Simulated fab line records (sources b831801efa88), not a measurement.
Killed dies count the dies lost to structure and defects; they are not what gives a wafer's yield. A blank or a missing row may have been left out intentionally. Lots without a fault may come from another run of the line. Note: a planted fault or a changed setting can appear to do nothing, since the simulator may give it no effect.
Check for tools in common / flow sky130 / 54 wafers sampled across 15 lots

REASON IT WAS OPENED
At SKY_SONOS_TUNNEL_TW_MEAS_12 the reading SONOS_TUNNEL_TW is flagged on 3 of 15 lots. No-fault wafers: 197.0, standard deviation 1.4.
Rule: a lot is flagged when every wafer of it that has a number lies more than 4 standard deviations from that mean, or none has a number. The other lots count as sound.

lot=L777; measured=day 11 08:02; on=film metro-03; SONOS_TUNNEL_TW, wafer by wafer=195.6 196.9 196.0; flag=
lot=L778; measured=day 11 19:56; on=film metro-04; SONOS_TUNNEL_TW, wafer by wafer=199.1 198.6 199.2; flag=
lot=L779; measured=day 11 22:30; on=film metro-03; SONOS_TUNNEL_TW, wafer by wafer=195.8 195.6 196.5; flag=
lot=L781; measured=day 13 09:06; on=film metro-03; SONOS_TUNNEL_TW, wafer by wafer=195.6 196.1 195.7; flag=
lot=L782; measured=day 14 01:27; on=film metro-01; SONOS_TUNNEL_TW, wafer by wafer=194.1 192.9 194.7; flag=
lot=L788; measured=day 15 03:20; on=film metro-04; SONOS_TUNNEL_TW, wafer by wafer=198.1 197.7 200.2; flag=
lot=L790; measured=day 15 22:35; on=film metro-04; SONOS_TUNNEL_TW, wafer by wafer=198.6 198.1 197.1; flag=
lot=L791; measured=day 16 08:32; on=film metro-03; SONOS_TUNNEL_TW, wafer by wafer=211.4 211.5 212.3 212.2 211.5 212.9; flag=FLAGGED
lot=L792; measured=day 16 09:08; on=film metro-03; SONOS_TUNNEL_TW, wafer by wafer=212.4 212.6 211.2 211.9 212.5 212.8; flag=FLAGGED
lot=L793; measured=day 16 16:47; on=film metro-04; SONOS_TUNNEL_TW, wafer by wafer=214.4 213.6 214.1 215.2 214.4 213.7; flag=FLAGGED
lot=L794; measured=day 16 22:35; on=film metro-04; SONOS_TUNNEL_TW, wafer by wafer=199.5 199.7 198.3; flag=
lot=L796; measured=day 17 21:56; on=film metro-03; SONOS_TUNNEL_TW, wafer by wafer=196.7 197.2 197.6; flag=
lot=L799; measured=day 18 13:48; on=film metro-01; SONOS_TUNNEL_TW, wafer by wafer=194.7 195.2 195.3; flag=
lot=L798; measured=day 18 14:51; on=film metro-01; SONOS_TUNNEL_TW, wafer by wafer=195.6 196.5 196.0; flag=
lot=L800; measured=day 19 00:55; on=film metro-03; SONOS_TUNNEL_TW, wafer by wafer=196.7 197.2 196.6; flag=
The numbers of the flagged lots are 212.8 on average: +15.8 against the usual, or +11 standard deviations.

WHICH TOOL EACH LOT WENT THROUGH
The record keeps 1 process step preceding the reading, out of 708 steps on the route. Every cell lists first the tool, next ch and the chambers used by the sampled wafers, and last the start.
lot=L777; flag=; SKY_VT_ADJUST_PCH_COAT_02=litho track-03 ch 0, day 9 22:04
lot=L778; flag=; SKY_VT_ADJUST_PCH_COAT_02=litho track-03 ch 0, day 10 07:34
lot=L779; flag=; SKY_VT_ADJUST_PCH_COAT_02=litho track-01 ch 0, day 10 10:28
lot=L781; flag=; SKY_VT_ADJUST_PCH_COAT_02=litho track-03 ch 0, day 11 20:05
lot=L782; flag=; SKY_VT_ADJUST_PCH_COAT_02=litho track-03 ch 0, day 12 09:34
lot=L788; flag=; SKY_VT_ADJUST_PCH_COAT_02=litho track-01 ch 0, day 13 11:26
lot=L790; flag=; SKY_VT_ADJUST_PCH_COAT_02=litho track-02 ch 0, day 14 06:35
lot=L791; flag=FLAGGED; SKY_VT_ADJUST_PCH_COAT_02=litho track-03, day 14 14:58
lot=L792; flag=FLAGGED; SKY_VT_ADJUST_PCH_COAT_02=litho track-02, day 14 15:52
lot=L793; flag=FLAGGED; SKY_VT_ADJUST_PCH_COAT_02=litho track-03, day 14 23:28
lot=L794; flag=; SKY_VT_ADJUST_PCH_COAT_02=litho track-02 ch 0, day 15 03:37
lot=L796; flag=; SKY_VT_ADJUST_PCH_COAT_02=litho track-03 ch 0, day 16 02:43
lot=L799; flag=; SKY_VT_ADJUST_PCH_COAT_02=litho track-02 ch 0, day 16 18:38
lot=L798; flag=; SKY_VT_ADJUST_PCH_COAT_02=litho track-03 ch 0, day 16 18:50
lot=L800; flag=; SKY_VT_ADJUST_PCH_COAT_02=litho track-02 ch 0, day 17 03:46
What these steps do:
- SKY_VT_ADJUST_PCH_COAT_02: resist thk 3000 nm.
- SKY_SONOS_TUNNEL_TW_MEAS_12

FLAGGED OVER TOTAL, TOOL BY TOOL (the gauges that took the reading come last)
step=SKY_VT_ADJUST_PCH_COAT_02; tool=litho track-01; lots run=2; flagged=0; share of the flagged lots=none; sound lots run after its first flagged lot=-
step=SKY_VT_ADJUST_PCH_COAT_02; tool=litho track-02; lots run=5; flagged=1; share of the flagged lots=some; sound lots run after its first flagged lot=3 (L794,L799,L800)
step=SKY_VT_ADJUST_PCH_COAT_02; tool=litho track-03; lots run=8; flagged=2; share of the flagged lots=some; sound lots run after its first flagged lot=2 (L796,L798)
step=SKY_SONOS_TUNNEL_TW_MEAS_12; tool=film metro-01; lots run=3; flagged=0; share of the flagged lots=none; sound lots run after its first flagged lot=-
step=SKY_SONOS_TUNNEL_TW_MEAS_12; tool=film metro-03; lots run=7; flagged=2; share of the flagged lots=some; sound lots run after its first flagged lot=2 (L796,L800)
step=SKY_SONOS_TUNNEL_TW_MEAS_12; tool=film metro-04; lots run=5; flagged=1; share of the flagged lots=some; sound lots run after its first flagged lot=1 (L794)

THE TABLE: WHAT IT ALLOWS
No row of the table ran every flagged lot.

WHAT WAS PUT IN BY THE SIMULATOR
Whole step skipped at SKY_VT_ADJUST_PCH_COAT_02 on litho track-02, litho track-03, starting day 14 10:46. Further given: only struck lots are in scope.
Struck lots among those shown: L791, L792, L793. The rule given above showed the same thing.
